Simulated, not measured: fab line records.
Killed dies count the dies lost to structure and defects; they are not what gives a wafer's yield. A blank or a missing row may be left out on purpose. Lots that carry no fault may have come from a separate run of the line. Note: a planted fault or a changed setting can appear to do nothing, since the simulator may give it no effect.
fab line records ; flow gf180mcu
record lots=5; wafers=23
route steps=602 shown HV_LDD@224 NSD@237 PSD@250 SAB@272 CONTACT@291
startH: start of the lot's first displayed wafer, in hours after the record's first day ; waitH: how many hours have passed since the lot's step before this one ; " repeats the value in the row above ; L1.1+2: a single row standing in for several wafers ; - no value present, or no start provided ; * or withheld: withheld ; < > ~ a bound
route shown NAME@n: a module of which the file shows steps, and the number in the route of the first ; usual: mean and standard deviation over wafers with no fault ; same: alike in all rows ; chamber/n: place in a boat ; sites: each site's reading ; _std_site: how widely they spread, as a standard deviation ; _edge_site: the outer-site mean with the inner-site mean subtracted ; radiusMm: for every site, how far away it sits from the centre of the wafer ; mask NAME#n: copy n ; behind: the last tool/chamber to shape the wafer ; hold: the reason the lot was held/the length of the hold in hours/how it ended ; device: the n, p or np transistor that did not switch ; end of line: the tests these same wafers got at the end of their route ; where a step has no rows: the recipe by itself ; killed: dies lost to structure and defects at the first sort, not the wafer's yield ; map: shows each die of a wafer: x if killed, . if not, _ if none is there
set.NAME: the setting as run; set.NAME@STEP: as run at that earlier step ; model.NAME: the simulator's own value behind a step, which no gauge read
lots whose settings were changed on purpose; a table a step, a row a wafer
## steps
# step GF_HV_LDD_IMPLANT_48
# recipe species=B; energyKev=25; doseCm2=3e+13; tiltDeg=7
lot.wafer;tool;chamber;startH;waitH;set.energyKev;model.implant.rpNm;model.implant.drpNm
L079.2+6;implanter-01;0;311.14;0.0;25;84.76;35.62
L079.3+4+5;implanter-01;0;311.14;0.0;25.67;87;36.74
L080.2+5+6;implanter-01;0;322.72;0.0;25;83.66;35.62
L081.1+3;implanter-03;0;326.35;0.0;23.83;76.67;33.67
L081.2+4+5;implanter-03;0;326.35;0.0;25;80.38;35.62
L082.1+2;implanter-03;0;333.31;0.0;25;84.91;35.62
L082.3+5+6;implanter-03;0;333.31;0.0;24.26;82.43;34.39
L084.1+2+4+5+6;implanter-01;0;360.50;0.0;25;80.59;35.62
# step GF_HV_LDD_STRIP_49
# recipe chemistry=O2/N2; powerW=1400; pressureMtorr=1500; platenTempC=250; o2FlowSccm=2864; n2FlowSccm=300; overashFraction=0.5
# usual stripTimeToEndpointS=12.659/0.03
lot.wafer;tool;chamber;startH;waitH;set.resistThkNm@HV_LDD_COAT_41;stripTimeToEndpointS
L079.2;plasmaAsher-01;1;311.27;0.1;977;12.418
L079.3;plasmaAsher-01;1;311.27;0.1;1000;12.720
L079.4;plasmaAsher-01;0;311.27;0.1;977;12.442
L079.5;plasmaAsher-01;0;311.27;0.1;977;12.432
L079.6;plasmaAsher-01;1;311.27;0.1;1000;12.681
L080.2;plasmaAsher-01;0;322.85;0.1;1000;12.638
L080.5;plasmaAsher-01;1;322.85;0.1;1000;12.692
L080.6;plasmaAsher-01;0;322.85;0.1;1000;12.660
L081.1;plasmaAsher-04;1;326.50;0.1;1024;12.864
L081.2;plasmaAsher-04;0;326.50;0.1;1024;12.902
L081.3;plasmaAsher-04;0;326.50;0.1;1024;12.872
L081.4;plasmaAsher-04;1;326.50;0.1;1000;12.690
L081.5;plasmaAsher-04;0;326.50;0.1;1000;12.685
L082.1;plasmaAsher-04;1;333.46;0.1;1000;12.651
L082.2;plasmaAsher-04;0;333.46;0.1;1000;12.628
L082.3;plasmaAsher-04;1;333.46;0.1;1000;12.648
L082.5;plasmaAsher-04;0;333.46;0.1;1023;12.810
L082.6;plasmaAsher-04;1;333.46;0.1;1023;12.836
L084.1;plasmaAsher-04;1;360.65;0.1;1000;12.637
L084.2;plasmaAsher-04;0;360.65;0.1;1000;12.612
L084.4;plasmaAsher-04;1;360.65;0.1;1000;12.609
L084.5;plasmaAsher-04;0;360.65;0.1;1038;13.022
L084.6;plasmaAsher-04;1;360.65;0.1;1038;13.021
# step GF_HV_LDD_CLEAN_51
# recipe chemistry=SC1/SC2; mix=1:4:20; tempC=70; timeS=150; dry=n2Spin
lot.wafer;tool;chamber;startH;waitH;set.tempC@POLY_GATE_OXIDATION_16;model.SiO2_of_POLY_GATE_OXIDATION_16.thkNm
L079.2;wetBench-01;0;311.43;0.0;843.2;3.363
L079.3;wetBench-01;0;311.43;0.0;843.2;3.415
L079.4;wetBench-01;0;311.43;0.0;843.2;3.405
L079.5;wetBench-01;0;311.43;0.0;843.2;3.433
L079.6;wetBench-01;0;311.43;0.0;843.2;3.427
L080.2+5;wetBench-01;2;323.01;0.0;850;3.752
L080.6;wetBench-01;2;323.01;0.0;850;3.78
L081.1;wetBench-03;3;326.66;0.1;850;3.76
L081.2;wetBench-03;3;326.66;0.1;850;3.81
L081.3+5;wetBench-03;3;326.66;0.1;850;3.837
L081.4;wetBench-03;3;326.66;0.1;850;3.812
L082.1;wetBench-03;1;333.62;0.1;850;3.781
L082.2;wetBench-03;1;333.62;0.1;850;3.751
L082.3;wetBench-03;1;333.62;0.1;850;3.788
L082.5;wetBench-03;1;333.62;0.1;850;3.731
L082.6;wetBench-03;1;333.62;0.1;850;3.7
L084.1;wetBench-04;3;360.81;0.1;850;3.753
L084.2;wetBench-04;3;360.81;0.1;850;3.779
L084.4;wetBench-04;3;360.81;0.1;850;3.781
L084.5;wetBench-04;3;360.81;0.1;850;3.765
L084.6;wetBench-04;3;360.81;0.1;850;3.708
# step GF_HV_LDD_RTA_52
# recipe tempC=1000; timeS=10; ambient=N2
# step GF_HV_LDD_RS_MEAS_53
# recipe thkMeasGauge=four-point-probe
# usual HV_LDD_RS=418.6/0.76
lot.wafer;tool;chamber;startH;waitH;set.doseCm2@HV_LDD_IMPLANT_33;HV_LDD_RS[ohm/sq]
L079.2;filmMetro-03;-;311.57;0.1;7.5e+12;419.3
L079.3;filmMetro-03;-;311.57;0.1;7.5e+12;418.9
L079.4;filmMetro-03;-;311.57;0.1;8.585e+12;414.9
L079.5;filmMetro-03;-;311.57;0.1;7.5e+12;418.4
L079.6;filmMetro-03;-;311.57;0.1;8.585e+12;415.2
L080.2;filmMetro-03;-;323.15;0.1;7.5e+12;419.2
L080.5;filmMetro-03;-;323.15;0.1;7.5e+12;417.9
L080.6;filmMetro-03;-;323.15;0.1;7.5e+12;419.2
L081.1;filmMetro-02;-;326.78;0.1;7.5e+12;418.8
L081.2;filmMetro-02;-;326.78;0.1;7.89e+12;418.3
L081.3;filmMetro-02;-;326.78;0.1;7.89e+12;416.8
L081.4;filmMetro-02;-;326.78;0.1;7.5e+12;418.9
L081.5;filmMetro-02;-;326.78;0.1;7.89e+12;417.5
L082.1;filmMetro-04;-;333.74;0.1;7.098e+12;418.1
L082.2;filmMetro-04;-;333.74;0.1;7.5e+12;417.3
L082.3;filmMetro-04;-;333.74;0.1;7.5e+12;418.3
L082.5;filmMetro-04;-;333.74;0.1;7.5e+12;418.1
L082.6;filmMetro-04;-;333.74;0.1;7.098e+12;419.7
L084.1;filmMetro-02;-;360.92;0.1;7.5e+12;417.7
L084.2;filmMetro-02;-;360.92;0.1;7.5e+12;417.1
L084.4;filmMetro-02;-;360.92;0.1;7.5e+12;418.5
L084.5;filmMetro-02;-;360.92;0.1;7.5e+12;418.0
L084.6;filmMetro-02;-;360.92;0.1;7.5e+12;418.2
# step GF_HV_LDD_CVD_54
# recipe material=SiO2; targetThkNm=10; precursor=TEOS; tempC=680; timeS=75; pressureMtorr=400
lot.wafer;tool;chamber;startH;waitH;set.targetThkNm;model.SiO2_of_HV_LDD_CVD_54.thkNm
L079.2;-;-;-;1.2;9.467;9.524
L079.3;-;-;-;1.2;9.467;9.608
L079.4;-;-;-;1.2;9.467;9.57
L079.5;-;-;-;1.2;9.467;9.479
L079.6;-;-;-;1.2;9.467;9.569
L080.2;lpcvd-01;0;323.25;0.1;10;10.05
L080.5;lpcvd-01;0;323.25;0.1;10;10.12
L080.6;lpcvd-01;0;323.25;0.1;10;10.19
L081.1;-;-;-;0.5;10.63;10.69
L081.2;-;-;-;0.5;10.63;10.84
L081.3;-;-;-;0.5;10.63;10.75
L081.4;-;-;-;0.5;10.63;10.72
L081.5;-;-;-;0.5;10.63;10.66
L082.1;-;-;-;0.1;10.53;10.49
L082.2;-;-;-;0.1;10.53;10.52
L082.3;-;-;-;0.1;10.53;10.48
L082.5;-;-;-;0.1;10.53;10.42
L082.6;-;-;-;0.1;10.53;10.43
L084.1;-;-;-;0.1;10;10.21
L084.2;-;-;-;0.1;10;10.19
L084.4;-;-;-;0.1;10;10.14
L084.5;-;-;-;0.1;10;9.97
L084.6;-;-;-;0.1;10;9.975
# step GF_HV_LDD_THK_MEAS_55
# recipe reads=SiO2_of_HV_LDD_CVD_54
# usual HV_LDD_CVD_54_THK=10.02/0.11
lot.wafer;tool;chamber;startH;waitH;set.targetThkNm@HV_LDD_CVD_54;HV_LDD_CVD_54_THK[nm]
L079.2;filmMetro-04;-;-;-;9.467;9.53
L079.3;filmMetro-04;-;-;-;9.467;9.57
L079.4;filmMetro-04;-;-;-;9.467;9.58
L079.5;filmMetro-04;-;-;-;9.467;9.51
L079.6;filmMetro-04;-;-;-;9.467;9.61
L080.2;filmMetro-03;-;324.28;0.0;10;10.04
L080.5;filmMetro-03;-;324.28;0.0;10;10.11
L080.6;filmMetro-03;-;324.28;0.0;10;10.20
L081.1;filmMetro-03;-;-;-;10.63;10.65
L081.2;filmMetro-03;-;-;-;10.63;10.88
L081.3;filmMetro-03;-;-;-;10.63;10.77
L081.4;filmMetro-03;-;-;-;10.63;10.71
L081.5;filmMetro-03;-;-;-;10.63;10.62
L082.1;filmMetro-04;-;-;-;10.53;10.48
L082.2;filmMetro-04;-;-;-;10.53;10.48
L082.3;filmMetro-04;-;-;-;10.53;10.53
L082.5;filmMetro-04;-;-;-;10.53;10.42
L082.6;filmMetro-04;-;-;-;10.53;10.44
L084.1;filmMetro-03;-;-;-;10;10.22
L084.2;filmMetro-03;-;-;-;10;10.22
L084.4;filmMetro-03;-;-;-;10;10.13
L084.5;filmMetro-03;-;-;-;10;9.96
L084.6;filmMetro-03;-;-;-;10;9.94
# step GF_NSD_COAT_02
# recipe resist=NOVOLAK; spinRpm=3000; resistThkNm=1000
lot.wafer;tool;chamber;startH;waitH;set.resistThkNm;model.NOVOLAK_of_NSD_COAT_02.thkNm
L079.2;lithoTrack-04;0;325.23;0.1;1047;1046
L079.3;lithoTrack-04;0;325.23;0.1;1047;1044
L079.4;lithoTrack-04;0;325.23;0.1;1000;1001
L079.5;lithoTrack-04;0;325.23;0.1;1000;998.5
L079.6;lithoTrack-04;0;325.23;0.1;1000;999.8
L080.2;lithoTrack-03;0;336.57;0.1;1000;996.6
L080.5;lithoTrack-03;0;336.57;0.1;1000;998.2
L080.6;lithoTrack-03;0;336.57;0.1;1000;997.8
L081.1;lithoTrack-04;0;340.26;0.1;955.8;952.2
L081.2;lithoTrack-04;0;340.26;0.1;1000;1002
L081.3;lithoTrack-04;0;340.26;0.1;955.8;952.8
L081.4;lithoTrack-04;0;340.26;0.1;955.8;953.7
L081.5;lithoTrack-04;0;340.26;0.1;1000;995.8
L082.1;lithoTrack-02;0;346.47;0.1;1000;1005
L082.2+5;lithoTrack-02;0;346.47;0.1;1000;1003
L082.3;lithoTrack-02;0;346.47;0.1;944.3;947.9
L082.6;lithoTrack-02;0;346.47;0.1;944.3;946.1
L084.1;lithoTrack-02;0;374.42;0.1;1000;1002
L084.2;lithoTrack-02;0;374.42;0.1;947.1;950.3
L084.4;lithoTrack-02;0;374.42;0.1;947.1;948.5
L084.5+6;lithoTrack-02;0;374.42;0.1;1000;1003
# step GF_NSD_SOFTBAKE_03
# recipe tempC=90; timeS=60; resist=NOVOLAK
# step GF_NSD_EXPOSE_04
# recipe maskId=Nplus; targetCdNm=400; na=0.6; sourceShape=conventional; sigmaOuter=0.6; doseMj=140
# step GF_NSD_PEB_05
# recipe tempC=withheld; timeS=*; resist=NOVOLAK
# step GF_NSD_DEVELOP_06
# recipe developTimeS=60; devTempC=23
# step GF_NSD_CD_MEAS_07
# recipe targetCdNm=400
# usual cdNm=398.7/2.5
lot.wafer;tool;chamber;startH;waitH;set.resistThkNm@NSD_COAT_02;cdNm
L079.2;cdSem-02;-;336.28;0.1;1047;392.9
L079.3;cdSem-02;-;336.28;0.1;1047;391.0
L079.4;cdSem-02;-;336.28;0.1;1000;395.9
L079.5;cdSem-02;-;336.28;0.1;1000;396.2
L079.6;cdSem-02;-;336.28;0.1;1000;395.7
L080.2;cdSem-01;-;347.13;0.1;1000;405.7
L080.5;cdSem-01;-;347.13;0.1;1000;402.8
L080.6;cdSem-01;-;347.13;0.1;1000;405.0
L081.1;cdSem-02;-;351.19;0.1;955.8;406.3
L081.2;cdSem-02;-;351.19;0.1;1000;401.3
L081.3;cdSem-02;-;351.19;0.1;955.8;406.0
L081.4;cdSem-02;-;351.19;0.1;955.8;403.9
L081.5;cdSem-02;-;351.19;0.1;1000;400.9
L082.1;cdSem-01;-;357.37;0.1;1000;399.9
L082.2;cdSem-01;-;357.37;0.1;1000;400.2
L082.3;cdSem-01;-;357.37;0.1;944.3;403.3
L082.5;cdSem-01;-;357.37;0.1;1000;400.6
L082.6;cdSem-01;-;357.37;0.1;944.3;404.1
L084.1;cdSem-01;-;386.09;0.1;1000;399.1
L084.2;cdSem-01;-;386.09;0.1;947.1;403.3
L084.4;cdSem-01;-;386.09;0.1;947.1;404.6
L084.5;cdSem-01;-;386.09;0.1;1000;398.5
L084.6;cdSem-01;-;386.09;0.1;1000;400.5
# step GF_NSD_IMPLANT_09
# recipe species=As; energyKev=60; doseCm2=4e+15; tiltDeg=7
# step GF_NSD_IMPLANT_10
# recipe species=P; energyKev=40; doseCm2=5e+14; tiltDeg=7
# step GF_NSD_STRIP_11
# recipe chemistry=O2/N2; powerW=1400; pressureMtorr=1500; platenTempC=250; o2FlowSccm=3000; n2FlowSccm=300; overashFraction=0.5
# usual stripTimeToEndpointS=22.97/0.043
lot.wafer;tool;chamber;startH;waitH;set.resistThkNm@NSD_COAT_02;stripTimeToEndpointS
L079.2;plasmaAsher-03;1;336.71;0.1;1047;23.55
L079.3;plasmaAsher-03;0;336.71;0.1;1047;23.49
L079.4;plasmaAsher-03;1;336.71;0.1;1000;23.02
L079.5;plasmaAsher-03;1;336.71;0.1;1000;22.98
L079.6;plasmaAsher-03;0;336.71;0.1;1000;23.00
L080.2;plasmaAsher-03;1;347.56;0.1;1000;22.87
L080.5;plasmaAsher-03;0;347.56;0.1;1000;22.89
L080.6;plasmaAsher-03;1;347.56;0.1;1000;22.92
L081.1;plasmaAsher-01;0;351.65;0.1;955.8;22.41
L081.2;plasmaAsher-01;1;351.65;0.1;1000;22.95
L081.3;plasmaAsher-01;1;351.65;0.1;955.8;22.39
L081.4;plasmaAsher-01;0;351.65;0.1;955.8;22.40
L081.5;plasmaAsher-01;0;351.65;0.1;1000;22.87
L082.1;plasmaAsher-02;1;357.83;0.1;1000;23.01
L082.2;plasmaAsher-02;0;357.83;0.1;1000;23.00
L082.3;plasmaAsher-02;0;357.83;0.1;944.3;22.36
L082.5;plasmaAsher-02;0;357.83;0.1;1000;22.98
L082.6;plasmaAsher-02;1;357.83;0.1;944.3;22.35
L084.1;plasmaAsher-01;1;386.55;0.1;1000;22.97
L084.2;plasmaAsher-01;0;386.55;0.1;947.1;22.38
L084.4;plasmaAsher-01;1;386.55;0.1;947.1;22.35
L084.5;plasmaAsher-01;0;386.55;0.1;1000;22.98
L084.6;plasmaAsher-01;1;386.55;0.1;1000;22.97
# step GF_PSD_COAT_02
# recipe resist=NOVOLAK; spinRpm=3000; resistThkNm=1000
lot.wafer;tool;chamber;startH;waitH;set.spinRpm;model.NOVOLAK_of_PSD_COAT_02.thkNm
L079.2+3;lithoTrack-01;0;346.97;0.1;2785;1039
L079.4;lithoTrack-01;0;346.97;0.1;3000;999.5
L079.5;lithoTrack-01;0;346.97;0.1;3000;999.4
L079.6;lithoTrack-01;0;346.97;0.1;2785;1042
L080.2;lithoTrack-02;0;358.05;0.1;3000;999.5
L080.5;lithoTrack-02;0;358.05;0.1;3000;1006
L080.6;lithoTrack-02;0;358.05;0.1;3000;1012
L081.1;lithoTrack-02;0;362.22;0.1;3000;1004
L081.2;lithoTrack-02;0;362.22;0.1;3000;999.5
L081.3;lithoTrack-02;0;362.22;0.1;2906;1017
L081.4;lithoTrack-02;0;362.22;0.1;2906;1018
L081.5;lithoTrack-02;0;362.22;0.1;2906;1020
L082.1;lithoTrack-02;0;368.52;0.1;2831;1035
L082.2;lithoTrack-02;0;368.52;0.1;2831;1032
L082.3;lithoTrack-02;0;368.52;0.1;3000;1005
L082.5;lithoTrack-02;0;368.52;0.1;3000;1004
L082.6;lithoTrack-02;0;368.52;0.1;2831;1034
L084.1;lithoTrack-03;0;397.59;0.1;3000;999.5
L084.2;lithoTrack-03;0;397.59;0.1;3000;1001
L084.4;lithoTrack-03;0;397.59;0.1;2839;1032
L084.5;lithoTrack-03;0;397.59;0.1;2839;1030
L084.6;lithoTrack-03;0;397.59;0.1;2839;1029
# step GF_PSD_DEVELOP_06
# recipe developTimeS=60; devTempC=23
lot.wafer;tool;chamber;startH;waitH;set.devTempC
L079.2+3+5;lithoTrack-01;0;357.76;0.1;25.5
L079.4+6;lithoTrack-01;0;357.76;0.1;23
L080.2+5+6;lithoTrack-02;0;369.00;0.1;23
L081.1+2+3+4+5;lithoTrack-01;0;373.14;0.1;23
L082.1+5+6;lithoTrack-01;0;379.64;0.1;23
L082.2+3;lithoTrack-01;0;379.64;0.1;24.04
L084.1+4;lithoTrack-01;0;409.04;0.1;21.63
L084.2+5+6;lithoTrack-01;0;409.04;0.1;23
# step GF_PSD_IMPLANT_09
# recipe species=BF2; energyKev=40; doseCm2=1.5e+15; tiltDeg=7
# step GF_PSD_STRIP_10
# recipe chemistry=O2/N2; powerW=1400; pressureMtorr=1500; platenTempC=250; o2FlowSccm=3000; n2FlowSccm=300; overashFraction=0.5
# usual stripTimeToEndpointS=16.51/0.037
lot.wafer;tool;chamber;startH;waitH;set.spinRpm@PSD_COAT_02;stripTimeToEndpointS
L079.2;plasmaAsher-03;0;358.20;0.1;2785;16.94
L079.3;plasmaAsher-03;0;358.20;0.1;2785;16.95
L079.4;plasmaAsher-03;1;358.20;0.1;3000;16.49
L079.5;plasmaAsher-03;1;358.20;0.1;3000;16.49
L079.6;plasmaAsher-03;0;358.20;0.1;2785;16.96
L080.2;plasmaAsher-01;1;369.43;0.1;3000;16.51
L080.5;plasmaAsher-01;1;369.43;0.1;3000;16.56
L080.6;plasmaAsher-01;0;369.43;0.1;3000;16.65
L081.1;plasmaAsher-01;0;373.60;0.1;3000;16.55
L081.2;plasmaAsher-01;1;373.60;0.1;3000;16.49
L081.3;plasmaAsher-01;0;373.60;0.1;2906;16.68
L081.4;plasmaAsher-01;1;373.60;0.1;2906;16.71
L081.5;plasmaAsher-01;0;373.60;0.1;2906;16.73
L082.1;plasmaAsher-03;0;380.10;0.1;2831;16.92
L082.2;plasmaAsher-03;1;380.10;0.1;2831;16.85
L082.3;plasmaAsher-03;1;380.10;0.1;3000;16.56
L082.5;plasmaAsher-03;1;380.10;0.1;3000;16.57
L082.6;plasmaAsher-03;0;380.10;0.1;2831;16.91
L084.1;plasmaAsher-04;1;409.49;0.1;3000;16.47
L084.2;plasmaAsher-04;0;409.49;0.1;3000;16.52
L084.4;plasmaAsher-04;0;409.49;0.1;2839;16.84
L084.5;plasmaAsher-04;1;409.49;0.1;2839;16.83
L084.6;plasmaAsher-04;0;409.49;0.1;2839;16.82
# step GF_SAB_DEVELOP_08
# recipe developTimeS=60; devTempC=23
lot.wafer;tool;chamber;startH;waitH;set.devTempC
L079.2+3+4+5+6;lithoTrack-04;0;380.28;0.1;23
L080.2+5+6;lithoTrack-04;0;392.48;0.1;23
L081.1+4;lithoTrack-04;0;396.66;0.1;22.04
L081.2+3+5;lithoTrack-04;0;396.66;0.1;23
L082.1+2+3;lithoTrack-02;0;403.72;0.1;23
L082.5+6;lithoTrack-02;0;403.72;0.1;26.1
L084.1+6;lithoTrack-04;0;434.16;0.1;20.45
L084.2+4+5;lithoTrack-04;0;434.16;0.1;23
# step GF_SAB_CD_MEAS_09
# recipe targetCdNm=420
# usual cdNm=421.6/1.9
lot.wafer;tool;chamber;startH;waitH;set.devTempC@SAB_DEVELOP_08;cdNm
L079.2;cdSem-02;-;380.43;0.1;23;423.6
L079.3;cdSem-02;-;380.43;0.1;23;423.0
L079.4;cdSem-02;-;380.43;0.1;23;424.0
L079.5;cdSem-02;-;380.43;0.1;23;424.7
L079.6;cdSem-02;-;380.43;0.1;23;423.3
L080.2;cdSem-01;-;392.63;0.1;23;420.9
L080.5;cdSem-01;-;392.63;0.1;23;420.5
L080.6;cdSem-01;-;392.63;0.1;23;420.9
L081.1;cdSem-02;-;396.91;0.2;22.04;417.8
L081.2;cdSem-02;-;396.91;0.2;23;422.5
L081.3;cdSem-02;-;396.91;0.2;23;423.1
L081.4;cdSem-02;-;396.91;0.2;22.04;418.6
L081.5;cdSem-02;-;396.91;0.2;23;422.9
L082.1;cdSem-01;-;403.87;0.1;23;420.1
L082.2;cdSem-01;-;403.87;0.1;23;421.1
L082.3;cdSem-01;-;403.87;0.1;23;421.1
L082.5;cdSem-01;-;403.87;0.1;26.1;430.7
L082.6;cdSem-01;-;403.87;0.1;26.1;432.3
L084.1;cdSem-02;-;434.31;0.1;20.45;413.3
L084.2;cdSem-02;-;434.31;0.1;23;421.4
L084.4;cdSem-02;-;434.31;0.1;23;422.4
L084.5;cdSem-02;-;434.31;0.1;23;422.1
L084.6;cdSem-02;-;434.31;0.1;20.45;412.4
# step GF_SAB_ETCH_11
# recipe chemistry=C4F8/O2/Ar; maskMaterial=NOVOLAK; target=SiO2; targetDepthNm=55; sourceW=1500; biasW=1200; pressureMtorr=40; c4f8FlowSccm=withheld; O2_flow_sccm=6; Ar_flow_sccm=300; timeS=8.5
lot.wafer;tool;chamber;startH;waitH;set.devTempC@SAB_DEVELOP_08;model.SAB.cdNm
L079.2;rieDiel-04;1;380.56;0.0;23;423.4
L079.3+4;rieDiel-04;3,0;380.56;0.0;23;423.8
L079.5;rieDiel-04;2;380.56;0.0;23;425
L079.6;rieDiel-04;1;380.56;0.0;23;423
L080.2;rieDiel-04;0;392.77;0.0;23;420.9
L080.5;rieDiel-04;1;392.77;0.0;23;420.4
L080.6;rieDiel-04;0;392.77;0.0;23;420.8
L081.1;rieDiel-03;3;397.07;0.0;22.04;417.5
L081.2;rieDiel-03;1;397.07;0.0;23;422.9
L081.3;rieDiel-03;2;397.07;0.0;23;423.4
L081.4;rieDiel-03;0;397.07;0.0;22.04;418.6
L081.5;rieDiel-03;3;397.07;0.0;23;423
L082.1;rieDiel-04;2;404.03;0.0;23;420.3
L082.2;rieDiel-04;0;404.03;0.0;23;421
L082.3;rieDiel-04;1;404.03;0.0;23;421.1
L082.5;rieDiel-04;1;404.03;0.0;26.1;430.5
L082.6;rieDiel-04;2;404.03;0.0;26.1;432.9
L084.1;rieDiel-04;1;434.46;0.0;20.45;414.1
L084.2;rieDiel-04;3;434.46;0.0;23;421.8
L084.4+5;rieDiel-04;0;434.46;0.0;23;422.2
L084.6;rieDiel-04;1;434.46;0.0;20.45;412.7
# step GF_CONTACT_CMP_04
# recipe material=SiO2; downForcePsi=4; platenRpm=60; padVelocityMS=0.94248
lot.wafer;tool;chamber;startH;waitH;set.leaveAboveRefNm;model.SiO2_of_CONTACT_CVD_02.thkNm
L079.2;cmp-01;1;381.72;0.1;547.3;547.3
L079.4;cmp-01;2;381.72;0.1;547.3;546.5
L079.3;cmp-01;3;381.72;0.1;547.3;547.4
L079.5;cmp-01;0;381.72;0.1;560;560.8
L079.6;cmp-01;1;381.72;0.1;560;560.6
L080.2;cmp-02;2;394.23;0.4;560;560.8
L080.5;cmp-02;2;394.23;0.4;560;561.8
L080.6;cmp-02;3;394.23;0.4;560;561.1
L081.4;cmp-02;0;398.74;0.6;560;557.6
L081.3;cmp-02;1;398.74;0.6;560;560.2
L081.1;cmp-02;2;398.74;0.6;584.7;585.9
L081.2;cmp-02;3;398.74;0.6;560;560.5
L081.5;cmp-02;1;398.74;0.6;584.7;585.2
L082.2;cmp-02;2;405.19;0.1;560;561.6
L082.3;cmp-02;3;405.19;0.1;583.9;585.4
L082.1;cmp-02;0;405.19;0.1;560;559.3
L082.5;cmp-02;1;405.19;0.1;583.9;585
L082.6;cmp-02;2;405.19;0.1;583.9;585.9
L084.4;cmp-01;0;435.77;0.1;560;561.9
L084.1;cmp-01;1;435.77;0.1;560;561.8
L084.2;cmp-01;2;435.77;0.1;560;560.6
L084.6;cmp-01;3;435.77;0.1;536.7;537.7
L084.5;cmp-01;0;435.77;0.1;536.7;539
## key
split step=GF_HV_LDD_IMPLANT_48; setting=energyKev; stated=25; by=wafer
response step=GF_HV_LDD_IMPLANT_48; reading=model.implant.rpNm; change=+0.812; per=1%; r=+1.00
response step=GF_HV_LDD_IMPLANT_48; reading=model.implant.drpNm; change=+0.417; per=1%; r=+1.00
split step=GF_HV_LDD_CVD_54; setting=targetThkNm; stated=10; by=lot
response step=GF_HV_LDD_CVD_54; reading=model.SiO2_of_HV_LDD_CVD_54.thkNm; change=+0.0941; per=1%; r=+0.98
response step=GF_HV_LDD_THK_MEAS_55; reading=HV_LDD_CVD_54_THK; change=+0.093; per=1%; r=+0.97
split step=GF_NSD_COAT_02; setting=resistThkNm; stated=1000; by=wafer
response step=GF_NSD_COAT_02; reading=model.NOVOLAK_of_NSD_COAT_02.thkNm; change=+10.1; per=1%; r=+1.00
response step=GF_NSD_CD_MEAS_07; reading=cdNm; change=-0.811; per=1%; r=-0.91
response step=GF_NSD_STRIP_11; reading=stripTimeToEndpointS; change=*; per=1%; r=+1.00
split step=GF_PSD_COAT_02; setting=spinRpm; stated=3000; by=wafer
response step=GF_PSD_COAT_02; reading=model.NOVOLAK_of_PSD_COAT_02.thkNm; change=-5.49; per=1%; r=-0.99
response step=GF_PSD_STRIP_10; reading=stripTimeToEndpointS; change=*; per=1%; r=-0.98
split step=GF_PSD_DEVELOP_06; setting=devTempC; stated=23; by=wafer
response none clear
split step=GF_SAB_DEVELOP_08; setting=devTempC; stated=23; by=wafer
response step=GF_SAB_CD_MEAS_09; reading=cdNm; change=+0.825; per=1%; r=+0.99
response step=GF_SAB_ETCH_11; reading=model.SAB.cdNm; change=+0.82; per=1%; r=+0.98
split step=GF_CONTACT_CMP_04; setting=leaveAboveRefNm; stated=560; by=wafer
response step=GF_CONTACT_CMP_04; reading=model.SiO2_of_CONTACT_CVD_02.thkNm; change=+5.8; per=1%; r=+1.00
split outsideThisFile step=GF_POLY_GATE_OXIDATION_16 setting=tempC
split outsideThisFile step=GF_HV_LDD_IMPLANT_33 setting=doseCm2
split outsideThisFile step=GF_HV_LDD_COAT_41 setting=resistThkNm
# split outsideThisFile: this setting was split too, and the file shows its column; the key of that split is in another file
